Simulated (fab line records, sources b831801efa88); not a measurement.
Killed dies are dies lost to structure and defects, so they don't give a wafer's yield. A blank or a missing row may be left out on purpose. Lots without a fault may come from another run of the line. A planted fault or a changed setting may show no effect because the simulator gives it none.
Which tool did it? | flow gf180mcu | 6 lots, 18 wafers sampled, at 2 steps of a route of 602

WHAT THE GAUGES READ, wafer by wafer
GF_MVPSD_TW_MEAS_11.
lot  | measured     | on            | MVPSD_TW
L156 | day 5 07:14  | film_metro-03 | 548.5 551.4 547.7
L158 | day 5 19:13  | film_metro-03 | 550.3 548.0 549.3
L160 | day 6 05:05  | film_metro-03 | 547.6 551.1 550.0
L164 | day 7 08:06  | film_metro-02 | 559.8 554.1 558.3
L167 | day 8 02:31  | film_metro-03 | 456.8 456.2 455.2
L178 | day 10 17:01 | film_metro-02 | 551.2 556.8 552.2

WHICH TOOL RAN EACH LOT (tool, then ch and the chambers of the sampled wafers, then the start)
lot  | GF_MVPSD_IMPLANT_08
L156 | implanter-01 ch 0, day 5 06:50
L158 | implanter-01 ch 0, day 5 18:49
L160 | implanter-02 ch 0, day 6 04:43
L164 | implanter-01 ch 0, day 7 07:42
L167 | implanter-02 ch 0, day 8 02:07
L178 | implanter-03 ch 0, day 10 16:37
- GF_MVPSD_IMPLANT_08

THE ANSWER, worked out from the rows above alone
Rule: what is usual is taken from the lots themselves. Put in order of their means at a reading, lots are off if they are a third of the lots or fewer, leave a main group of 4 or more, and stand apart from it by a gap of 3 or more times the standard deviation of the main group's means; of several such gaps the widest counts. A main group whose means are all the same, to the digits that the tables above print for the reading, isn't used. A lot without any number at a reading at which 4 lots or more have one is off too. The other lots that the step has rows for count as sound.
Off: L167, at GF_MVPSD_TW_MEAS_11 (MVPSD_TW). The main group: mean 551.8, standard deviation 3.2.
A tool fits if, at a process step before that reading, it ran every lot that is off, and no sound lot after the first of them. The gauges at GF_MVPSD_TW_MEAS_11 are tried like those tools. Can't be told from this: 2 tools fit, implanter-02 at GF_MVPSD_IMPLANT_08, film_metro-03 at GF_MVPSD_TW_MEAS_11.

WHAT THE SIMULATOR HAD PUT IN
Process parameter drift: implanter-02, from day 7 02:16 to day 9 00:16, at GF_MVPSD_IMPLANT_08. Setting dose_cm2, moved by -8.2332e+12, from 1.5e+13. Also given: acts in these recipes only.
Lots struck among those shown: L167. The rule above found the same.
